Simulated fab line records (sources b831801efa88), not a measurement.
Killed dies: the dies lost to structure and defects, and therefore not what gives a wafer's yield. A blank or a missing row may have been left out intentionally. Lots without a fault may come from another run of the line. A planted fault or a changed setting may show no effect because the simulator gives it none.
Comparing a struck lot with a sound one / flow sky130 / 15 steps out of a route of 708
Sound: wafers L395.2, L395.5, L395.6. Wafers struck: L399.1, L399.2, L399.3. The cause comes at the end.
Order at every step that has rows: each side's tool, ch and its chambers, its first start. Under that, the readings that differ: sound wafers / struck wafers / difference of the means / sigmas: that difference in standard deviations of wafers without a fault.
alike: words and numbers the same on both sides, and readings whose means are apart by under 2 such deviations; not compared: readings that were withheld, readings missing a value for some wafer, numbers with overlapping values and no deviation given by the record, and bounds like >300 which may hide the same value.
The two part at a step that has a row with sigmas, a row that says differs or no value, or rows on one side only. Numbers that have no deviation but don't overlap get no sigmas and don't part them. Lack of a reading on every wafer of one side parts them only where that side has two or more wafers.

first, 3 steps without rows for these wafers: SKY_VT_ADJUST_HVTP_EXPOSE_04 (exposes mask HVTPM, target cd 380 nm); SKY_VT_ADJUST_HVTP_PEB_05; SKY_VT_ADJUST_HVTP_DEVELOP_06 (develop time 60 s).
SKY_VT_ADJUST_HVTP_CD_MEAS_07 targets a cd of 380 nm.
  sound: cd-sem-02 at day 7 20:05; struck: cd-sem-01 at day 8 18:05
  alike: cd-nm
SKY_VT_ADJUST_HVTP_OVL_MEAS_08:
  sound: overlay-02 at day 7 20:11; struck: overlay-01 at day 8 18:12
  alike: VT_ADJUST_HVTP_OVL
after that, 1 step had no rows for these wafers: SKY_VT_ADJUST_HVTP_IMPLANT_09.
SKY_VT_ADJUST_HVTP_STRIP_10: strips in O2/N2.
  sound on plasma-asher-04 ch 0,1, day 7 20:22; struck on plasma-asher-04 ch 0,1, day 8 18:23
reading=strip-time-to-endpoint-s (s); sound=14.11 14.13 14.15; struck=14.23 14.24 14.23; difference=+0.10; sigmas=+3
  alike: drypump-motor-current-A, oes-product-au
  not compared: rf-hours-counter-h
SKY_VT_ADJUST_HVTP_TW_MEAS_11:
  sound: film-metro-01 at day 7 20:29; struck: film-metro-03 at day 8 18:29
  alike: VT_ADJUST_HVTP_TW
then, 4 steps without rows for these wafers: SKY_VT_ADJUST_LVTN_DEHYDRATE_00 (time 60 s); SKY_VT_ADJUST_LVTN_HMDS_01 (prime time 60 s); SKY_VT_ADJUST_LVTN_COAT_02 (resist thk 3000 nm); SKY_VT_ADJUST_LVTN_SOFTBAKE_03.
SKY_VT_ADJUST_LVTN_EXPOSE_04: exposes mask NWM COMPLEMENT LESS NATIVE, target cd 840 nm.
  sound on iline-stepper-02 ch 0, day 8 07:03; struck on iline-stepper-01 ch 0, day 9 05:08
reading=exposure-dose-mJ-cm2; sound=193.78 193.80 193.76; struck=186.41 186.46 186.55; difference=-7.31; sigmas=-38
  alike: mask
after that, 1 step had no rows for these wafers: SKY_VT_ADJUST_LVTN_PEB_05.
-- the record jumps here: 39 days lie between the struck wafers' starts before and after (it left off in module VT_ADJUST_LVTN and takes up again in module PAD_OPEN, whose first step shown is number 708 of the route) --
SKY_PAD_OPEN_PROBE_99:
  record: rows for the struck wafers here (prober-02, day 48 10:58), none for the sound ones

## WHERE THEY PART
At SKY_VT_ADJUST_HVTP_STRIP_10 first; at SKY_PAD_OPEN_PROBE_99 last (within this record only).

WHY: what the simulator had put in
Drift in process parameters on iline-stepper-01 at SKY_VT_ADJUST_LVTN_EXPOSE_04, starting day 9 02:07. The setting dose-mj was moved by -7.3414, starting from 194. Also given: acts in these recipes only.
